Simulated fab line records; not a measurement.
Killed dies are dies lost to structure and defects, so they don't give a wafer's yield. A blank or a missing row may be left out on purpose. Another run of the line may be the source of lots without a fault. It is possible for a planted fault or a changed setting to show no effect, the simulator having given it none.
Chamber matching || flow gf180mcu || 3 sister chambers for GF_SAB_CVD_00 on pecvd-03
The step deposits SiO2 from TEOS, target thk 50 nm, time 4.9302 s. 14 wafers are shown with their chamber, then 7 later ones without.

== WAFERS WITH THEIR CHAMBER ==
{"wafer": "L339.4", "chamber": 1, "heater power outer w (W)": 267, "heater power w (W)": 505}
{"wafer": "L339.5", "chamber": 2, "heater power outer w (W)": 375, "heater power w (W)": 622}
{"wafer": "L339.6", "chamber": 0, "heater power outer w (W)": 313, "heater power w (W)": 578}
{"wafer": "L345.1", "chamber": 1, "heater power outer w (W)": 294, "heater power w (W)": 539}
{"wafer": "L345.5", "chamber": 0, "heater power outer w (W)": 269, "heater power w (W)": 518}
{"wafer": "L345.6", "chamber": 1, "heater power outer w (W)": 296, "heater power w (W)": 555}
{"wafer": "L350.1", "chamber": 0, "heater power outer w (W)": 294, "heater power w (W)": 542}
{"wafer": "L350.5", "chamber": 1, "heater power outer w (W)": 313, "heater power w (W)": 555}
{"wafer": "L350.6", "chamber": 2, "heater power outer w (W)": 484, "heater power w (W)": 771}
{"wafer": "L354.2", "chamber": 2, "heater power outer w (W)": 444, "heater power w (W)": 727}
{"wafer": "L354.3", "chamber": 1, "heater power outer w (W)": 264, "heater power w (W)": 508}
{"wafer": "L354.6", "chamber": 1, "heater power outer w (W)": 276, "heater power w (W)": 507}
{"wafer": "L359.1", "chamber": 2, "heater power outer w (W)": 378, "heater power w (W)": 617}
{"wafer": "L359.3", "chamber": 1, "heater power outer w (W)": 293, "heater power w (W)": 538}

SIGNATURES (averages over the wafers above)
{"reading": "heater power outer w", "chamber 0": 292.00, "chamber 1": 286.14, "chamber 2": 420.25, "scatter within a chamber": 32.1}
{"reading": "heater power w", "chamber 0": 546.00, "chamber 1": 529.57, "chamber 2": 684.25, "scatter within a chamber": 45.3}
Rule: a wafer's distance from a chamber is the root of the sum, over the readings, of the square of ((its reading less the chamber's mean) divided by the reading's scatter). If the next closest chamber is less than 2 further off than the closest, the wafer can't be placed; otherwise it belongs to the closest. The scatter: the root of (the sum of the squares of (reading less its chamber's mean) over the shown wafers, divided by (wafers less chambers)).

== WAFERS WHOSE CHAMBER IS MISSING ==
{"wafer": "L359.4", "heater power outer w (W)": 382, "heater power w (W)": 635}
{"wafer": "L361.1", "heater power outer w (W)": 285, "heater power w (W)": 528}
{"wafer": "L361.4", "heater power outer w (W)": 296, "heater power w (W)": 538}
{"wafer": "L361.6", "heater power outer w (W)": 466, "heater power w (W)": 743}
{"wafer": "L362.4", "heater power outer w (W)": 272, "heater power w (W)": 516}
{"wafer": "L362.5", "heater power outer w (W)": 282, "heater power w (W)": 517}
{"wafer": "L362.6", "heater power outer w (W)": 470, "heater power w (W)": 771}

== EACH ONE'S CHAMBER ==
{"wafer": "L359.4", "from the rows above": "can't be placed: 2 or 0", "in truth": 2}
{"wafer": "L361.1", "from the rows above": "can't be placed: 1 or 0", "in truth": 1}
{"wafer": "L361.4", "from the rows above": "can't be placed: 0 or 1", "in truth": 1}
{"wafer": "L361.6", "from the rows above": 2, "in truth": 2}
{"wafer": "L362.4", "from the rows above": "can't be placed: 1 or 0", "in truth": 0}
{"wafer": "L362.5", "from the rows above": "can't be placed: 1 or 0", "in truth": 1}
{"wafer": "L362.6", "from the rows above": 2, "in truth": 2}
Correct placement for 2 of the 7. From these rows, 5 cannot be placed; in 5 the true chamber is one of the candidates. Wrongly placed: 0.
